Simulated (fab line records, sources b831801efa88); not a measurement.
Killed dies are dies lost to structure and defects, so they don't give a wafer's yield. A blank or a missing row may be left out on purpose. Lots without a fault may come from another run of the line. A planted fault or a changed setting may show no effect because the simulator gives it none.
fab line records | flow sfq_line
record lots=6 wafers=18 last_day=90
route steps=325 shown M4@148
lots that met no fault: from a run of the same line without faults
start_h: hours from the record's first day to the start of the lot's first wafer shown | wait_h: hours since the lot's step before | " the same as in the row above | L1.1+2: a row that stands for several wafers | - no value, or no start given | * or withheld: withheld | < > ~ a bound
route shown NAME@n: a module of which the file shows steps, and the number in the route of the first | usual: mean/standard deviation of fault-free wafers | same: alike in all rows | chamber/n: place in a boat | sites: the reading at each site | _std_site: their standard deviation | _edge_site: outer sites' mean less inner sites' | radius_mm: how far each site lies from the wafer's centre | mask NAME#n: copy n | behind: the tool/chamber that last shaped the wafer | hold: why the lot was held/for how many hours/how that ended | device: the transistor (n, p or np) that didn't switch | end of line: the same wafers' tests at the end of the route | a step without rows: its recipe alone | killed: dies lost to structure and defects at the first sort, not the wafer's yield | map: a wafer's dies, x killed, . not, _ none there
set.NAME: the setting as run; set.NAME@STEP: as run at that earlier step | model.NAME: the simulator's own value behind a step, which no gauge read
lots at some steps of the route; a table a step, a row a wafer
services: from which hour (start_h, from the record's first day; less than 0 if before it) a tool's chamber was out of use, for how many hours, and why
## steps
# step SFQ_TRILAYER_M4_DEP_PRE_CLEAN_092
# recipe gas=Ar time_s=22.5 bias_v=250
# step SFQ_TRILAYER_M4_DEP_SPUTTER_091
# recipe material=Nb base_pressure_pa=1.33e-06 chamber_pressure_pa=0.1333 substrate_temp_c=20 resputter_cathode_voltage_v=400 target_thk_nm=200 power_w=2000 time_s=133.3
# usual throttle_valve_pct=30.5/1.1
# columns lot.wafer tool chamber start_h wait_h throttle_valve_pct
L104.1 pvd_sputter-04 - 906.33 0.0 31.1
L104.2 " - " " 28.3
L104.5 " - " " 30.9
L108.1 pvd_sputter-06 - 967.87 0.0 32.0
L108.3 " - " " 31.5
L108.6 " - " " 30.4
L110.2 pvd_sputter-05 - 1067.76 0.0 30.1
L110.3 " - " " 30.4
L110.6 " - " " 29.9
L111.1 pvd_sputter-04 - 1069.08 0.0 31.5
L111.4 " - " " 31.3
L111.5 " - " " 28.4
L114.1 pvd_sputter-04 - 1097.87 0.0 31.4
L114.2 " - " " 31.0
L114.4 " - " " 28.2
L125.1 pvd_sputter-05 - 1279.93 0.0 30.0
L125.3 " - " " 31.3
L125.6 " - " " 29.9
# step SFQ_M4_RS_MEAS_924
# recipe thk_meas_gauge=four-point-probe reads=Nb_of_TRILAYER_M4_DEP_SPUTTER_091
# usual M4_NB_RS=0.893/0.01
# columns lot.wafer tool chamber start_h wait_h M4_NB_RS[ohm/sq]
L104.1 film_metro-02 - 906.42 0.0 0.901
L104.2 " - " " 0.889
L104.5 " - " " 0.894
L108.1 film_metro-03 - 967.96 0.0 0.886
L108.3 " - " " 0.894
L108.6 " - " " 0.881
L110.2 film_metro-03 - 1067.87 0.1 0.907
L110.3 " - " " 0.883
L110.6 " - " " 0.895
L111.1 film_metro-03 - 1069.17 0.0 0.895
L111.4 " - " " 0.903
L111.5 " - " " 0.909
L114.1 film_metro-03 - 1097.96 0.0 0.890
L114.2 " - " " 0.889
L114.4 " - " " 0.893
L125.1 film_metro-03 - 1280.02 0.0 0.907
L125.3 " - " " 0.894
L125.6 " - " " 0.887
# step SFQ_TRILAYER_M4_LITHO_COAT_098
# recipe resist=BARC spin_rpm=3000 resist_thk_nm=62
# step SFQ_TRILAYER_M4_LITHO_COAT_093
# recipe resist=KrF spin_rpm=3000 resist_thk_nm=600
# step SFQ_TRILAYER_M4_LITHO_SOFTBAKE_097
# recipe temp_c=withheld time_s=withheld resist=KrF
# step SFQ_TRILAYER_M4_LITHO_EXPOSE_094
# recipe mask_id=M4 na=0.6 source_shape=conventional sigma_outer=0.65 target_cd_nm=500 dose_mj=14.4
# step SFQ_TRILAYER_M4_LITHO_PEB_096
# recipe peb_temp_c=115 peb_time_s=60 resist=KrF
# step SFQ_TRILAYER_M4_LITHO_DEVELOP_095
# recipe time_s=60 resist=KrF
# step SFQ_M4_OVL_MEAS_926
# usual M4_OVL=0/6.3
# columns lot.wafer tool chamber start_h wait_h M4_OVL[nm]
L104.1 overlay-02 - 1054.94 0.1 -5
L104.2 " - " " 0
L104.5 " - " " -10
L108.1 overlay-02 - 1087.08 0.1 -3
L108.3 " - " " -8
L108.6 " - " " -2
L110.2 overlay-02 - 1089.49 0.1 10
L110.3 " - " " 10
L110.6 " - " " 5
L111.1 overlay-02 - 1090.68 0.1 -2
L111.4 " - " " 1
L111.5 " - " " 1
L114.1 overlay-02 - 1105.86 0.1 -9
L114.2 " - " " 5
L114.4 " - " " -2
L125.1 overlay-01 - 1409.25 0.1 4
L125.3 " - " " 7
L125.6 " - " " 11
# step SFQ_TRILAYER_M4_BARC_OPEN_METAL_ETCH_123
# recipe mask_material=PR chemistry=O2 target_depth_nm=125 target=BARC icp_w=600 bias_w=80 pressure_mtorr=10 time_s=41.7
# usual bias_w=79.99/0.25 drypump_motor_current_A=5.4/0.31 oes_product_au=0.684/0.0049
# columns lot.wafer tool chamber start_h wait_h bias_w drypump_motor_current_A oes_product_au rf_hours_counter_h
L104.1 rie_metal-02 0 1054.98 0.0 79.96 5.0 0.688 92
L104.2 " 1 " " 79.75 5.7 0.686 68
L104.5 " 1 " " 80.27 5.7 0.681 -
L108.1 rie_metal-04 1 1087.12 0.0 80.33 5.8 0.679 123
L108.3 " 1 " " 80.27 5.9 0.677 -
L108.6 " 0 " " 79.94 5.7 0.675 -
L110.2 rie_metal-04 0 1089.52 0.0 80.25 5.7 0.681 83
L110.3 " 0 " " 80.09 5.7 0.690 -
L110.6 " 1 " " 79.92 5.9 0.685 -
L111.1 rie_metal-02 1 1090.72 0.0 79.77 5.7 0.688 74
L111.4 " 0 " " 80.39 5.0 0.680 -
L111.5 " 1 " " 79.66 5.7 0.687 -
L114.1 rie_metal-02 0 1105.89 0.0 80.07 5.0 0.674 102
L114.2 " 1 " " 80.16 5.7 0.686 77
L114.4 " 1 " " 80.33 5.7 0.677 -
L125.1 rie_metal-04 0 1409.29 0.0 79.86 5.7 0.683 128
L125.3 " 1 " " 80.12 5.9 0.691 -
L125.6 " 0 " " 80.26 5.7 0.678 -
# step SFQ_TRILAYER_M4_ETCH_METAL_ETCH_096
# recipe target=Nb stop_on=SiO2 mask_material=PR chemistry=Cl2/Ar target_depth_nm=240 icp_w=600 bias_w=80 pressure_mtorr=10 time_s=120
# usual bias_w=80.00/0.24 drypump_motor_current_A=5.4/0.31 oes_product_au=0.893/0.0073
# columns lot.wafer tool chamber start_h wait_h bias_w drypump_motor_current_A oes_product_au rf_hours_counter_h model.KrF_of_TRILAYER_M4_LITHO_COAT_093.thk_nm model.M4.feature_depth_nm model.SiO2_of_TRILAYER_I3_DEP_PECVD_081.thk_nm
L104.1 rie_metal-02 0 1055.04 0.0 80.01 5.0 0.889 92 383.4 196.9 193.3
L104.2 " 1 " " 80.12 5.8 0.894 68 382.4 199.9 191.3
L104.5 " 1 " " 79.89 5.7 0.896 - 382.8 198.3 192.1
L108.1 rie_metal-04 1 1087.17 0.0 79.97 5.9 0.898 123 381.6 200.9 192.3
L108.3 " 1 " " 79.95 5.9 0.893 - 383 199.3 192.9
L108.6 " 0 " " 79.64 5.7 0.906 - 377.7 201.7 192.9
L110.2 rie_metal-04 0 1089.57 0.0 80.01 5.7 0.877 83 376.5 196.1 192.6
L110.3 " 0 " " 80.18 5.7 0.900 - 380.3 201.8 193.6
L110.6 " 1 " " 80.05 5.9 0.884 - 380.5 199.1 194.1
L111.1 rie_metal-02 1 1090.77 0.0 79.82 5.7 0.889 74 385.1 199 191.8
L111.4 " 0 " " 79.87 5.0 0.885 - 327.4 207.2 183.1
L111.5 " 1 " " 79.89 5.7 0.883 - 388.1 195.8 192.6
L114.1 rie_metal-02 0 1105.95 0.0 80.03 5.0 0.888 102 386.8 199.9 192.6
L114.2 " 1 " " 79.87 5.7 0.892 77 386.5 200.4 190.8
L114.4 " 1 " " 79.99 5.7 0.885 - 326.1 209.8 181.4
L125.1 rie_metal-04 0 1409.35 0.0 79.71 5.7 0.884 128 374.4 196.4 192.5
L125.3 " 1 " " 80.23 5.9 0.894 - 378.1 199.1 191.4
L125.6 " 0 " " 79.81 5.7 0.893 - 374.5 200.6 192.2
# step SFQ_TRILAYER_M4_STRIP_STRIP_097
# recipe gas=O2 power_w=200 platen_temp_c=40 overash_fraction=0.65 chemistry=O2 pressure_mtorr=50
# usual drypump_motor_current_A=5.4/0.31 oes_product_au=0.999/0.0085 platen_temp_c=40.01/0.12
# columns lot.wafer tool chamber start_h wait_h drypump_motor_current_A oes_product_au platen_temp_c rf_hours_counter_h
L104.1 rie_metal-02 0 1055.16 0.1 5.0 0.995 40.10 93
L104.2 " 1 " " 5.7 0.990 40.02 68
L104.5 " 1 " " 5.7 0.990 40.08 -
L108.1 rie_metal-04 1 1087.30 0.1 5.8 0.998 39.93 123
L108.3 " 1 " " 5.9 0.999 40.06 -
L108.6 " 0 " " 5.7 1.014 40.22 -
L110.2 rie_metal-04 0 1089.70 0.1 5.7 1.006 40.04 83
L110.3 " 0 " " 5.7 1.007 40.22 -
L110.6 " 1 " " 5.9 1.000 40.08 -
L111.1 rie_metal-02 1 1090.90 0.1 5.7 0.992 40.02 74
L111.4 " 0 " " 5.0 0.991 39.99 -
L111.5 " 1 " " 5.7 0.993 40.21 -
L114.1 rie_metal-02 0 1106.08 0.1 5.0 0.993 40.27 102
L114.2 " 1 " " 5.7 0.991 40.06 77
L114.4 " 1 " " 5.7 0.990 40.31 -
L125.1 rie_metal-04 0 1409.47 0.1 5.7 1.018 40.18 128
L125.3 " 1 " " 5.9 1.017 39.99 -
L125.6 " 0 " " 5.7 1.015 40.14 -
## services
# columns tool chamber start_h hours kind
pvd_sputter-04 - 886.92 8.1 repair
rie_metal-04 - 910.24 0.8 repair
rie_metal-02 1 914.88 6.1 repair
rie_metal-02 - 971.30 28.1 pm
pvd_sputter-04 - 981.59 5.4 repair
pvd_sputter-05 - 994.78 2.3 repair
rie_metal-02 0 1025.59 2.3 repair
rie_metal-04 1 1207.27 - clean
rie_metal-04 1 1207.27 - consumable_replace:focus_ring
rie_metal-04 1 1207.27 19.6 scheduled_down
rie_metal-04 1 1207.27 19.6 vent_cycle
pvd_sputter-06 - 1211.40 1.4 repair
pvd_sputter-06 - 1212.18 17.5 repair
rie_metal-04 1 1247.15 10.7 repair
rie_metal-04 - 1253.74 14.6 pm
rie_metal-04 - 1294.26 2.8 pm
rie_metal-02 - 1311.20 3.3 repair
rie_metal-02 0 1342.06 - clean
rie_metal-02 0 1342.06 - consumable_replace:focus_ring
rie_metal-02 0 1342.06 22.5 scheduled_down
pvd_sputter-04 - 1361.43 6.2 repair
rie_metal-04 - 1379.08 0.6 repair
rie_metal-04 - 1392.37 6.5 repair
rie_metal-02 - 1403.08 1.4 pm
## key
first_sign none at tools or gauges
model_effect step=SFQ_TRILAYER_M4_ETCH_METAL_ETCH_096 value=KrF_of_TRILAYER_M4_LITHO_COAT_093.thk_nm without=386.4 struck=326.8
met_at SFQ_TRILAYER_M4_ETCH_METAL_ETCH_096
struck_wafers L111.4,L114.4
onset_between 1055.04 1090.77
fault kind=process_parameter_drift tool=rie_metal-02 chamber=- onset_h=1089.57 steps=SFQ_TRILAYER_M4_ETCH_METAL_ETCH_096 channel=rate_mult offset=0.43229 shape=step end_h=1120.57 scope=struck_wafers_only
